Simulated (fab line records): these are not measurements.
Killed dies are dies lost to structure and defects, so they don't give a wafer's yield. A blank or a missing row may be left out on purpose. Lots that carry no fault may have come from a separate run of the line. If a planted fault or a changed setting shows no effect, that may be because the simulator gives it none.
fab line records	flow gf180mcu
record: lots: 5	wafers: 15	lastDay: 33
route steps=602 shown LVPWELL@59 MVSD@66 MVPSD@78 VT_IMPLANT@90
lots with no fault: from the same line, run without faults
startH: hours from the record's opening day to when the first of the lot's shown wafers began	waitH: how many hours have passed since the lot's step before this one	" same as the row above	L1.1+2: one row covering several wafers at once	- value missing, or start not given	* or withheld: withheld	< > ~ a bound
route shown NAME@n: a module of which the file shows steps, and the number in the route of the first	usual: average and standard deviation across the fault-free wafers	same: alike in all rows	chamber/n: place in a boat	sites: the reading at each site	_std_site: standard deviation across them	_edge_site: the outer-site mean with the inner-site mean subtracted	radiusMm: how far each site lies from the wafer's centre	mask NAME#n: copy n	behind: the last tool/chamber to shape the wafer	hold: why the lot was held/for how many hours/how that ended	device: the n, p or np transistor that did not switch	end of line: the same wafers' tests at the end of the route	a step given without rows: its recipe and nothing more	killed: dies lost to structure and defects at the first sort, not the wafer's yield	map: dies across one wafer; x = killed, . = not, _ = none there
set.NAME: setting as actually run; set.NAME@STEP: the setting as run at that earlier step	model.NAME: the simulator's own value behind a step, which no gauge read
lots seen at some steps along the route; tables by step, rows by wafer
services: when a tool's chamber went out of use (startH, in hours from the record's first day, below 0 if earlier), for how many hours, and the reason
== steps ==
step: GF_LVPWELL_PEB_05
recipe: tempC: 115	timeS: withheld
lot.wafer	tool	chamber	startH	waitH
L076.1+2+3	lithoTrack-03	0	-	-
L081.2+4+5	lithoTrack-03	0	-	-
L086.2+4+5	lithoTrack-03	0	-	-
L093.1+2+5	lithoTrack-01	0	-	-
L094.2+3+5	lithoTrack-01	0	-	-
step: GF_LVPWELL_DEVELOP_06
recipe: wallAngleDeg: 90	developTimeS: 60	devTempC: 23
lot.wafer	tool	chamber	startH	waitH
L076.1+2+3	lithoTrack-03	0	-	-
L081.2+4+5	lithoTrack-03	0	-	-
L086.2+4+5	lithoTrack-03	0	-	-
L093.1+2+5	lithoTrack-01	0	-	-
L094.2+3+5	lithoTrack-01	0	-	-
step: GF_LVPWELL_OVL_MEAS_07
usual: LVPWELL_OVL: -0.7/1.5
lot.wafer	tool	chamber	startH	waitH	LVPWELL_OVL[nm]
L076.1	overlay-01	-	85.00	-	-1.2
L076.2	"	-	"	"	-1.2
L076.3	"	-	"	"	-1.9
L081.2	overlay-02	-	107.50	-	-1.6
L081.4	"	-	"	"	-0.6
L081.5	"	-	"	"	-2.8
L086.2	overlay-01	-	137.15	-	-1.0
L086.4	"	-	"	"	-3.3
L086.5	"	-	"	"	-1.4
L093.1	overlay-02	-	175.83	-	-2.6
L093.2	"	-	"	"	-0.2
L093.5	"	-	"	"	-2.4
L094.2	overlay-02	-	181.29	-	-0.5
L094.3	"	-	"	"	-0.3
L094.5	"	-	"	"	0.0
step: GF_LVPWELL_IMPLANT_08
recipe: species: B	energyKev: 170	doseCm2: 1.5e+13	tiltDeg: 0
usual: beamOnS: 10.00/0.2
lot.wafer	tool	chamber	startH	waitH	beamOnS
L076.1	implanter-03	0	85.03	0.0	10.42
L076.2	"	0	"	"	9.94
L076.3	"	0	"	"	10.28
L081.2	implanter-01	0	107.56	0.0	10.12
L081.4	"	0	"	"	10.17
L081.5	"	0	"	"	9.82
L086.2	implanter-01	0	137.21	0.0	9.67
L086.4	"	0	"	"	9.52
L086.5	"	0	"	"	9.92
L093.1	implanter-01	0	175.87	0.0	10.39
L093.2	"	0	"	"	9.85
L093.5	"	0	"	"	10.06
L094.2	implanter-01	0	181.34	0.0	9.83
L094.3	"	0	"	"	10.02
L094.5	"	0	"	"	9.85
step: GF_LVPWELL_IMPLANT_09
recipe: species: B	energyKev: 60	doseCm2: 5e+12	tiltDeg: 0
usual: beamOnS: 10.00/0.19
lot.wafer	tool	chamber	startH	waitH	beamOnS
L076.1	implanter-03	0	85.18	0.1	10.15
L076.2	"	0	"	"	9.97
L076.3	"	0	"	"	9.90
L081.2	implanter-01	0	107.71	0.1	10.15
L081.4	"	0	"	"	9.99
L081.5	"	0	"	"	10.06
L086.2	implanter-01	0	137.36	0.1	10.10
L086.4	"	0	"	"	9.77
L086.5	"	0	"	"	10.13
L093.1	implanter-01	0	176.02	0.1	9.91
L093.2	"	0	"	"	9.93
L093.5	"	0	"	"	9.62
L094.2	implanter-01	0	181.49	0.1	10.01
L094.3	"	0	"	"	9.88
L094.5	"	0	"	"	10.29
step: GF_LVPWELL_STRIP_10
recipe: chemistry: O2/N2	powerW: 1400	pressureMtorr: 1500	platenTempC: 250	o2FlowSccm: 3000	n2FlowSccm: 300	overashFraction: 0.5
usual: drypumpMotorCurrentA: 5.8/0.33	heaterPowerW: 319/45	oesProductAu: 0.723/0.0044	platenTempC: 249.98/0.19	stripTimeToEndpointS: 36.96/0.097
lot.wafer	tool	chamber	startH	waitH	drypumpMotorCurrentA	heaterPowerW	oesProductAu	platenTempC	rfHoursCounterH	stripTimeToEndpointS
L076.1	plasmaAsher-04	0	85.33	0.1	5.9	325	0.724	250.14	43	37.01
L076.2	"	1	"	"	5.4	262	0.721	250.01	43	37.02
L076.3	"	1	"	"	5.4	255	0.722	249.88	-	36.98
L081.2	plasmaAsher-04	1	107.83	0.1	5.4	262	0.726	249.92	45	36.98
L081.4	"	0	"	"	5.8	336	0.723	250.01	-	37.05
L081.5	"	0	"	"	5.9	330	0.722	249.95	-	36.96
L086.2	plasmaAsher-01	0	137.48	0.1	5.8	331	0.719	250.23	48	37.04
L086.4	"	0	"	"	5.8	328	0.726	250.17	-	37.01
L086.5	"	0	"	"	5.8	332	0.727	250.20	-	36.95
L093.1	plasmaAsher-03	1	176.17	0.1	5.5	393	0.726	249.70	55	36.81
L093.2	"	0	"	"	5.6	365	0.732	250.06	55	36.69
L093.5	"	1	"	"	5.5	404	0.722	249.68	-	36.83
L094.2	plasmaAsher-01	1	181.62	0.1	6.4	287	0.724	249.91	52	36.83
L094.3	"	1	"	"	6.4	283	0.721	249.66	-	36.80
L094.5	"	0	"	"	5.8	328	0.717	250.05	-	36.87
step: GF_LVPWELL_TW_MEAS_11
usual: LVPWELL_TW: 557/3.4
lot.wafer	tool	chamber	startH	waitH	LVPWELL_TW
L076.1	filmMetro-03	-	85.43	0.1	558
L076.2	"	-	"	"	559
L076.3	"	-	"	"	560
L081.2	filmMetro-03	-	107.94	0.1	551
L081.4	"	-	"	"	554
L081.5	"	-	"	"	554
L086.2	filmMetro-04	-	137.59	0.1	554
L086.4	"	-	"	"	558
L086.5	"	-	"	"	556
L093.1	filmMetro-03	-	176.27	0.1	556
L093.2	"	-	"	"	556
L093.5	"	-	"	"	555
L094.2	filmMetro-03	-	181.73	0.1	554
L094.3	"	-	"	"	556
L094.5	"	-	"	"	555
step: GF_MVSD_DEHYDRATE_00
recipe: tempC: 200	timeS: 60
lot.wafer	tool	chamber	startH	waitH
L076.1+2+3	lithoTrack-01	0	91.93	6.5
L081.2+4+5	lithoTrack-03	0	114.82	6.9
L086.2+4+5	lithoTrack-04	0	144.59	7.0
L093.1+2+5	lithoTrack-03	0	183.65	7.4
L094.2+3+5	lithoTrack-01	0	189.26	7.5
step: GF_MVSD_HMDS_01
recipe: primeTimeS: 60	primeTempC: 120
same: primeTimeS: 60
lot.wafer	tool	chamber	startH	waitH
L076.1+2+3	lithoTrack-01	0	92.08	0.1
L081.2+4+5	lithoTrack-03	0	114.97	0.1
L086.2+4+5	lithoTrack-04	0	144.74	0.1
L093.1+2+5	lithoTrack-03	0	183.80	0.1
L094.2+3+5	lithoTrack-01	0	189.41	0.1
step: GF_MVSD_COAT_02
recipe: spinRpm: 2000	resistThkNm: 3000
lot.wafer	tool	chamber	startH	waitH
L076.1+2+3	lithoTrack-01	0	92.23	0.1
L081.2+4+5	lithoTrack-03	0	115.12	0.1
L086.2+4+5	lithoTrack-04	0	144.89	0.1
L093.1+2+5	lithoTrack-03	0	183.95	0.1
L094.2+3+5	lithoTrack-01	0	189.56	0.1
step: GF_MVSD_SOFTBAKE_03
recipe: tempC: 110	timeS: withheld
lot.wafer	tool	chamber	startH	waitH
L076.1+2+3	lithoTrack-01	0	92.38	0.1
L081.2+4+5	lithoTrack-03	0	115.28	0.1
L086.2+4+5	lithoTrack-04	0	145.05	0.1
L093.1+2+5	lithoTrack-03	0	184.10	0.1
L094.2+3+5	lithoTrack-01	0	189.72	0.1
step: GF_MVSD_EXPOSE_04
recipe: maskId: MVSD	targetCdNm: 1000	na: 0.6	sourceShape: conventional	sigmaOuter: 0.6	doseMj: 260
lot.wafer	tool	chamber	startH	waitH	mask
L076.1+2+3	ilineStepper-02	0	-	-	MVSD#0
L081.2+4+5	ilineStepper-02	0	-	-	MVSD#0
L086.2+4+5	ilineStepper-02	0	-	-	MVSD#0
L093.1+2+5	ilineStepper-02	0	-	-	MVSD#0
L094.2+3+5	ilineStepper-02	0	-	-	MVSD#0
step: GF_MVSD_PEB_05
recipe: tempC: 115	timeS: withheld
lot.wafer	tool	chamber	startH	waitH
L076.1+2+3	lithoTrack-03	0	-	-
L081.2+4+5	lithoTrack-03	0	-	-
L086.2+4+5	lithoTrack-01	0	-	-
L093.1+2+5	lithoTrack-01	0	-	-
L094.2+3+5	lithoTrack-04	0	-	-
step: GF_MVSD_DEVELOP_06
recipe: wallAngleDeg: 90	developTimeS: 60	devTempC: 23
lot.wafer	tool	chamber	startH	waitH
L076.1+2+3	lithoTrack-03	0	-	-
L081.2+4+5	lithoTrack-03	0	-	-
L086.2+4+5	lithoTrack-01	0	-	-
L093.1+2+5	lithoTrack-01	0	-	-
L094.2+3+5	lithoTrack-04	0	-	-
step: GF_MVSD_OVL_MEAS_07
usual: MVSD_OVL: -0.1/1.3
lot.wafer	tool	chamber	startH	waitH	MVSD_OVL[nm]
L076.1	overlay-01	-	99.85	-	1.4
L076.2	"	-	"	"	-0.7
L076.3	"	-	"	"	1.2
L081.2	overlay-01	-	122.75	-	1.2
L081.4	"	-	"	"	0.4
L081.5	"	-	"	"	0.2
L086.2	overlay-02	-	153.04	-	-0.5
L086.4	"	-	"	"	-1.1
L086.5	"	-	"	"	-0.2
L093.1	overlay-02	-	192.13	-	0.4
L093.2	"	-	"	"	-0.3
L093.5	"	-	"	"	-1.6
L094.2	overlay-02	-	198.57	-	1.2
L094.3	"	-	"	"	1.1
L094.5	"	-	"	"	1.3
step: GF_MVSD_IMPLANT_08
recipe: species: P	energyKev: 400	doseCm2: 1.6e+13	tiltDeg: 0
usual: beamOnS: 10.02/0.2
lot.wafer	tool	chamber	startH	waitH	beamOnS
L076.1	implanter-01	0	99.88	0.0	10.40
L076.2	"	0	"	"	10.11
L076.3	"	0	"	"	10.07
L081.2	implanter-01	0	122.81	0.0	10.06
L081.4	"	0	"	"	10.11
L081.5	"	0	"	"	9.74
L086.2	implanter-04	0	153.09	0.0	9.94
L086.4	"	0	"	"	10.17
L086.5	"	0	"	"	9.98
L093.1	implanter-03	0	192.17	0.0	10.06
L093.2	"	0	"	"	9.82
L093.5	"	0	"	"	9.97
L094.2	implanter-03	0	198.62	0.0	9.82
L094.3	"	0	"	"	10.13
L094.5	"	0	"	"	9.96
step: GF_MVSD_IMPLANT_09
recipe: species: P	energyKev: 100	doseCm2: 5e+12	tiltDeg: 0
usual: beamOnS: 9.99/0.23
lot.wafer	tool	chamber	startH	waitH	beamOnS
L076.1	implanter-01	0	100.03	0.1	10.11
L076.2	"	0	"	"	10.06
L076.3	"	0	"	"	9.69
L081.2	implanter-01	0	122.96	0.1	10.11
L081.4	"	0	"	"	10.10
L081.5	"	0	"	"	9.93
L086.2	implanter-04	0	153.24	0.1	9.62
L086.4	"	0	"	"	9.83
L086.5	"	0	"	"	10.11
L093.1	implanter-03	0	192.32	0.1	10.01
L093.2	"	0	"	"	9.81
L093.5	"	0	"	"	9.75
L094.2	implanter-03	0	198.77	0.1	10.43
L094.3	"	0	"	"	9.89
L094.5	"	0	"	"	9.49
step: GF_MVSD_STRIP_10
recipe: chemistry: O2/N2	powerW: 1400	pressureMtorr: 1500	platenTempC: 250	o2FlowSccm: 3000	n2FlowSccm: 300	overashFraction: 0.5
usual: drypumpMotorCurrentA: 5.8/0.4	heaterPowerW: 324/36	oesProductAu: 0.723/0.0049	platenTempC: 250.02/0.19	stripTimeToEndpointS: 36.99/0.1
lot.wafer	tool	chamber	startH	waitH	drypumpMotorCurrentA	heaterPowerW	oesProductAu	platenTempC	rfHoursCounterH	stripTimeToEndpointS
L076.1	plasmaAsher-01	1	100.18	0.1	6.4	286	0.723	250.17	44	37.20
L076.2	"	0	"	"	5.8	334	0.722	249.86	44	37.06
L076.3	"	1	"	"	6.4	283	0.715	249.87	-	37.18
L081.2	plasmaAsher-02	0	123.08	0.1	6.0	363	0.723	250.20	34	37.04
L081.4	"	1	"	"	5.2	350	0.728	250.02	-	36.95
L081.5	"	0	"	"	6.0	360	0.723	249.98	-	37.05
L086.2	plasmaAsher-01	1	153.37	0.1	6.4	287	0.722	249.75	50	36.84
L086.4	"	0	"	"	5.8	326	0.723	249.89	-	36.94
L086.5	"	1	"	"	6.4	277	0.725	249.75	-	36.86
L093.1	plasmaAsher-04	1	192.47	0.1	5.4	259	0.726	250.39	8	36.94
L093.2	"	0	"	"	5.8	321	0.720	249.97	8	36.97
L093.5	"	1	"	"	5.4	262	0.721	250.35	-	36.87
L094.2	plasmaAsher-02	1	198.90	0.1	5.2	359	0.720	250.06	42	37.07
L094.3	"	0	"	"	6.0	368	0.722	249.61	-	36.96
L094.5	"	1	"	"	5.2	359	0.727	250.26	-	37.02
step: GF_MVSD_TW_MEAS_11
usual: MVSD_TW: 1566/9.2
lot.wafer	tool	chamber	startH	waitH	MVSD_TW
L076.1	filmMetro-04	-	100.28	0.1	1556
L076.2	"	-	"	"	1561
L076.3	"	-	"	"	1558
L081.2	filmMetro-04	-	123.19	0.1	1568
L081.4	"	-	"	"	1563
L081.5	"	-	"	"	1567
L086.2	filmMetro-03	-	153.48	0.1	1560
L086.4	"	-	"	"	1566
L086.5	"	-	"	"	1559
L093.1	filmMetro-02	-	192.57	0.1	1568
L093.2	"	-	"	"	1565
L093.5	"	-	"	"	1564
L094.2	filmMetro-03	-	199.01	0.1	1558
L094.3	"	-	"	"	1560
L094.5	"	-	"	"	1567
step: GF_MVPSD_DEHYDRATE_00
recipe: tempC: 200	timeS: 60
lot.wafer	tool	chamber	startH	waitH
L076.1+2+3	lithoTrack-04	0	106.56	6.3
L081.2+4+5	lithoTrack-01	0	130.21	7.0
L086.2+4+5	lithoTrack-01	0	161.01	7.5
L093.1+2+5	lithoTrack-04	0	200.56	8.0
L094.2+3+5	lithoTrack-01	0	206.26	7.2
step: GF_MVPSD_HMDS_01
recipe: primeTimeS: 60	primeTempC: 120
same: primeTimeS: 60
lot.wafer	tool	chamber	startH	waitH
L076.1+2+3	lithoTrack-04	0	106.71	0.1
L081.2+4+5	lithoTrack-01	0	130.36	0.1
L086.2+4+5	lithoTrack-01	0	161.16	0.1
L093.1+2+5	lithoTrack-04	0	200.71	0.1
L094.2+3+5	lithoTrack-01	0	206.41	0.1
step: GF_MVPSD_COAT_02
recipe: spinRpm: 2000	resistThkNm: 3000
lot.wafer	tool	chamber	startH	waitH
L076.1+2+3	lithoTrack-04	0	106.86	0.1
L081.2+4+5	lithoTrack-01	0	130.51	0.1
L086.2+4+5	lithoTrack-01	0	161.31	0.1
L093.1+2+5	lithoTrack-04	0	200.86	0.1
L094.2+3+5	lithoTrack-01	0	206.56	0.1
step: GF_MVPSD_SOFTBAKE_03
recipe: tempC: 110	timeS: withheld
lot.wafer	tool	chamber	startH	waitH
L076.1+2+3	lithoTrack-04	0	107.01	0.1
L081.2+4+5	lithoTrack-01	0	130.67	0.1
L086.2+4+5	lithoTrack-01	0	161.47	0.1
L093.1+2+5	lithoTrack-04	0	201.01	0.1
L094.2+3+5	lithoTrack-01	0	206.71	0.1
step: GF_MVPSD_EXPOSE_04
recipe: maskId: MVPSD	targetCdNm: 1000	na: 0.6	sourceShape: conventional	sigmaOuter: 0.6	doseMj: 260
lot.wafer	tool	chamber	startH	waitH	mask
L076.1+2+3	ilineStepper-02	0	-	-	MVPSD#0
L081.2+4+5	ilineStepper-01	0	-	-	MVPSD#0
L086.2+4+5	ilineStepper-01	0	-	-	MVPSD#0
L093.1+2+5	ilineStepper-02	0	-	-	MVPSD#0
L094.2+3+5	ilineStepper-02	0	-	-	MVPSD#0
step: GF_MVPSD_PEB_05
recipe: tempC: 115	timeS: withheld
lot.wafer	tool	chamber	startH	waitH
L076.1+2+3	lithoTrack-02	0	-	-
L081.2+4+5	lithoTrack-01	0	-	-
L086.2+4+5	lithoTrack-01	0	-	-
L093.1+2+5	lithoTrack-02	0	-	-
L094.2+3+5	lithoTrack-01	0	-	-
step: GF_MVPSD_DEVELOP_06
recipe: wallAngleDeg: 90	developTimeS: 60	devTempC: 23
lot.wafer	tool	chamber	startH	waitH
L076.1+2+3	lithoTrack-02	0	-	-
L081.2+4+5	lithoTrack-01	0	-	-
L086.2+4+5	lithoTrack-01	0	-	-
L093.1+2+5	lithoTrack-02	0	-	-
L094.2+3+5	lithoTrack-01	0	-	-
step: GF_MVPSD_OVL_MEAS_07
usual: MVPSD_OVL: -0.9/1.4
lot.wafer	tool	chamber	startH	waitH	MVPSD_OVL[nm]
L076.1	overlay-01	-	114.09	-	-0.4
L076.2	"	-	"	"	-1.4
L076.3	"	-	"	"	-1.6
L081.2	overlay-01	-	137.79	-	-2.5
L081.4	"	-	"	"	-2.2
L081.5	"	-	"	"	-1.4
L086.2	overlay-02	-	169.24	-	-1.8
L086.4	"	-	"	"	-2.7
L086.5	"	-	"	"	-1.8
L093.1	overlay-02	-	209.17	-	-0.7
L093.2	"	-	"	"	-1.7
L093.5	"	-	"	"	-1.6
L094.2	overlay-01	-	215.84	-	-0.4
L094.3	"	-	"	"	-1.4
L094.5	"	-	"	"	-0.1
step: GF_MVPSD_IMPLANT_08
recipe: species: B	energyKev: 170	doseCm2: 1.5e+13	tiltDeg: 0
usual: beamOnS: 10.00/0.21
lot.wafer	tool	chamber	startH	waitH	beamOnS
L076.1	implanter-04	0	114.12	0.0	9.91
L076.2	"	0	"	"	10.14
L076.3	"	0	"	"	9.98
L081.2	implanter-01	0	137.84	0.0	9.77
L081.4	"	0	"	"	10.01
L081.5	"	0	"	"	10.42
L086.2	implanter-01	0	169.29	0.0	10.17
L086.4	"	0	"	"	10.11
L086.5	"	0	"	"	9.80
L093.1	implanter-02	0	209.20	0.0	10.34
L093.2	"	0	"	"	10.02
L093.5	"	0	"	"	9.65
L094.2	implanter-02	0	215.89	0.0	10.13
L094.3	"	0	"	"	9.90
L094.5	"	0	"	"	9.75
step: GF_MVPSD_IMPLANT_09
recipe: species: B	energyKev: 40	doseCm2: 5e+12	tiltDeg: 0
usual: beamOnS: 10.00/0.19
lot.wafer	tool	chamber	startH	waitH	beamOnS
L076.1	implanter-04	0	114.27	0.1	10.14
L076.2	"	0	"	"	10.26
L076.3	"	0	"	"	9.83
L081.2	implanter-01	0	137.99	0.1	9.82
L081.4	"	0	"	"	10.01
L081.5	"	0	"	"	9.88
L086.2	implanter-01	0	169.44	0.1	10.28
L086.4	"	0	"	"	10.10
L086.5	"	0	"	"	10.11
L093.1	implanter-02	0	209.35	0.1	10.37
L093.2	"	0	"	"	10.14
L093.5	"	0	"	"	10.18
L094.2	implanter-02	0	216.04	0.1	9.76
L094.3	"	0	"	"	9.84
L094.5	"	0	"	"	10.19
step: GF_MVPSD_STRIP_10
recipe: chemistry: O2/N2	powerW: 1400	pressureMtorr: 1500	platenTempC: 250	o2FlowSccm: 3000	n2FlowSccm: 300	overashFraction: 0.5
usual: drypumpMotorCurrentA: 5.8/0.37	heaterPowerW: 345/41	oesProductAu: 0.723/0.0046	platenTempC: 249.99/0.17	stripTimeToEndpointS: 37.00/0.094
lot.wafer	tool	chamber	startH	waitH	drypumpMotorCurrentA	heaterPowerW	oesProductAu	platenTempC	rfHoursCounterH	stripTimeToEndpointS
L076.1	plasmaAsher-03	0	114.42	0.1	5.7	354	0.726	250.05	48	37.01
L076.2	"	1	"	"	5.5	412	0.733	250.07	48	37.07
L076.3	"	1	"	"	5.5	417	0.731	249.80	-	36.98
L081.2	plasmaAsher-03	1	138.12	0.1	5.5	418	0.727	249.57	51	37.00
L081.4	"	0	"	"	5.7	347	0.716	249.91	-	36.94
L081.5	"	1	"	"	5.5	408	0.726	249.85	-	36.97
L086.2	plasmaAsher-02	1	169.57	0.1	5.3	362	0.731	250.27	39	36.98
L086.4	"	1	"	"	5.2	358	0.723	249.91	-	36.99
L086.5	"	1	"	"	5.2	368	0.730	250.14	-	36.96
L093.1	plasmaAsher-01	1	209.50	0.1	6.4	286	0.721	250.17	55	37.09
L093.2	"	0	"	"	5.8	327	0.727	250.14	55	37.15
L093.5	"	1	"	"	6.4	286	0.725	249.81	-	37.10
L094.2	plasmaAsher-03	0	216.17	0.1	5.6	346	0.721	249.69	59	36.99
L094.3	"	1	"	"	5.5	417	0.728	249.87	-	36.93
L094.5	"	0	"	"	5.6	358	0.716	249.87	-	36.97
step: GF_MVPSD_TW_MEAS_11
usual: MVPSD_TW: 549.4/2.5
lot.wafer	tool	chamber	startH	waitH	MVPSD_TW
L076.1	filmMetro-04	-	114.52	0.1	547.7
L076.2	"	-	"	"	547.1
L076.3	"	-	"	"	546.3
L081.2	filmMetro-03	-	138.23	0.1	550.6
L081.4	"	-	"	"	549.9
L081.5	"	-	"	"	548.6
L086.2	filmMetro-03	-	169.68	0.1	550.5
L086.4	"	-	"	"	552.6
L086.5	"	-	"	"	546.9
L093.1	filmMetro-02	-	209.60	0.1	550.6
L093.2	"	-	"	"	547.2
L093.5	"	-	"	"	549.0
L094.2	filmMetro-02	-	216.28	0.1	548.5
L094.3	"	-	"	"	550.9
L094.5	"	-	"	"	550.8
step: GF_VT_IMPLANT_DEHYDRATE_00
recipe: tempC: 200	timeS: 60
lot.wafer	tool	chamber	startH	waitH
L076.1+2+3	lithoTrack-02	0	121.39	6.9
L081.2+4+5	lithoTrack-02	0	145.61	7.4
L086.2+4+5	lithoTrack-04	0	177.49	7.8
L093.1+2+5	lithoTrack-02	0	217.89	8.3
L094.2+3+5	lithoTrack-03	0	224.57	8.3
step: GF_VT_IMPLANT_HMDS_01
recipe: primeTimeS: 60	primeTempC: 120
same: primeTimeS: 60
lot.wafer	tool	chamber	startH	waitH
L076.1+2+3	lithoTrack-02	0	121.54	0.1
L081.2+4+5	lithoTrack-02	0	145.76	0.1
L086.2+4+5	lithoTrack-04	0	177.64	0.1
L093.1+2+5	lithoTrack-02	0	218.04	0.1
L094.2+3+5	lithoTrack-03	0	224.72	0.1
== services ==
tool	chamber	startH	hours	kind
plasmaAsher-02	-	66.85	1.5	repair
implanter-03	-	88.88	1.8	repair
implanter-01	-	100.43	3.3	repair
plasmaAsher-04	-	108.75	9.0	pm
plasmaAsher-04	0	108.75	9.0	ventCycle
plasmaAsher-04	1	108.75	9.0	ventCycle
plasmaAsher-04	0	117.75	-	clean
plasmaAsher-04	1	117.75	-	clean
implanter-03	-	141.22	1.5	repair
ilineStepper-01	-	196.51	0.7	repair
implanter-02	-	211.12	1.9	repair
implanter-02	-	220.32	3.8	pm
== key ==
fault none
